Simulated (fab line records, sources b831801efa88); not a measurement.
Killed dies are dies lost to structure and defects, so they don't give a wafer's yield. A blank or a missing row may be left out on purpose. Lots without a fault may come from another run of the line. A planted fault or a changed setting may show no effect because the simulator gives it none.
Chamber matching | flow sky130 | SKY_VIA1_CMP_02 on cmp-01: 4 sister chambers
The step polishes SiO2. 4 wafers are shown with their chamber, then 7 later ones without.

WAFERS WITH THEIR CHAMBER
wafer  | chamber | motor_current_A (A)
L709.4 | 1       | 13.9
L710.4 | 3       | 11.4
L711.2 | 2       | 13.0
L711.4 | 0       | 11.9

WAFERS WITHOUT THEIR CHAMBER
wafer  | motor_current_A (A)
L711.5 | 11.9
L712.1 | 12.9
L712.3 | 11.8
L712.4 | 11.0
L716.1 | 11.8
L716.3 | 13.3
L716.6 | 12.1

WHICH CHAMBER EACH WENT THROUGH
wafer  | from the rows above     | in truth
L711.5 | 0                       | 0
L712.1 | 2                       | 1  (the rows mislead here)
L712.3 | can't be placed: 0 or 3 | 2
L712.4 | 3                       | 3
L716.1 | can't be placed: 0 or 3 | 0
L716.3 | can't be placed: 2 or 1 | 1
L716.6 | 0                       | 0
Placed correctly: 3 of 7. Can't be placed from these rows: 3 (the true chamber is among the candidates in 2). Placed wrongly: 1.
How it was worked out, from the rows above alone: a wafer's distance from a chamber is the root of the sum, over the readings, of the square of ((its reading less the chamber's mean) divided by the reading's scatter). The wafer belongs to the nearest chamber; if the next one is less than 2 further off, it can't be placed. A chamber's mean is the mean of its shown wafers. The scatter: with one shown wafer a chamber, the root of the mean of the squares of how far each hidden wafer lies from its nearest shown one.
